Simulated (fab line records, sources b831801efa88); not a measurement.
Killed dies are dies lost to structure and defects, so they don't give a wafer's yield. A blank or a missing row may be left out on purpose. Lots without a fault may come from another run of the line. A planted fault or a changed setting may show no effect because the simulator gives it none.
Chamber matching | flow gf180mcu | GF_CONTACT_ETCH_16 on rie_diel-04: 4 sister chambers
The step etches BARC in N2/H2. 4 wafers are shown with their chamber, then 7 later ones without.

WAFERS WITH THEIR CHAMBER
wafer  | chamber | throttle_valve_pct (%)
L493.1 | 3       | 13.234
L493.4 | 2       | 13.234
L494.2 | 0       | 13.220
L494.3 | 1       | 13.231

WAFERS WITHOUT THEIR CHAMBER
wafer  | throttle_valve_pct (%)
L494.4 | 13.220
L496.2 | 13.226
L496.3 | 13.237
L496.6 | 13.225
L498.2 | 13.228
L498.5 | 13.206
L498.6 | 13.225

WHICH CHAMBER EACH WENT THROUGH
wafer  | from the rows above               | in truth
L494.4 | can't be placed: 0 or 1           | 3
L496.2 | can't be placed: 1 or 0 or 2 or 3 | 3
L496.3 | can't be placed: 2 or 3 or 1      | 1
L496.6 | can't be placed: 0 or 1 or 2 or 3 | 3
L498.2 | can't be placed: 1 or 2 or 3 or 0 | 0
L498.5 | can't be placed: 0 or 1           | 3
L498.6 | can't be placed: 0 or 1 or 2 or 3 | 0
Placed correctly: 0 of 7. Can't be placed from these rows: 7 (the true chamber is among the candidates in 5). Placed wrongly: 0.
How it was worked out, from the rows above alone: a wafer's distance from a chamber is the root of the sum, over the readings, of the square of ((its reading less the chamber's mean) divided by the reading's scatter). The wafer belongs to the nearest chamber; if the next one is less than 2 further off, it can't be placed. A chamber's mean is the mean of its shown wafers. The scatter: with one shown wafer a chamber, the root of the mean of the squares of how far each hidden wafer lies from its nearest shown one.
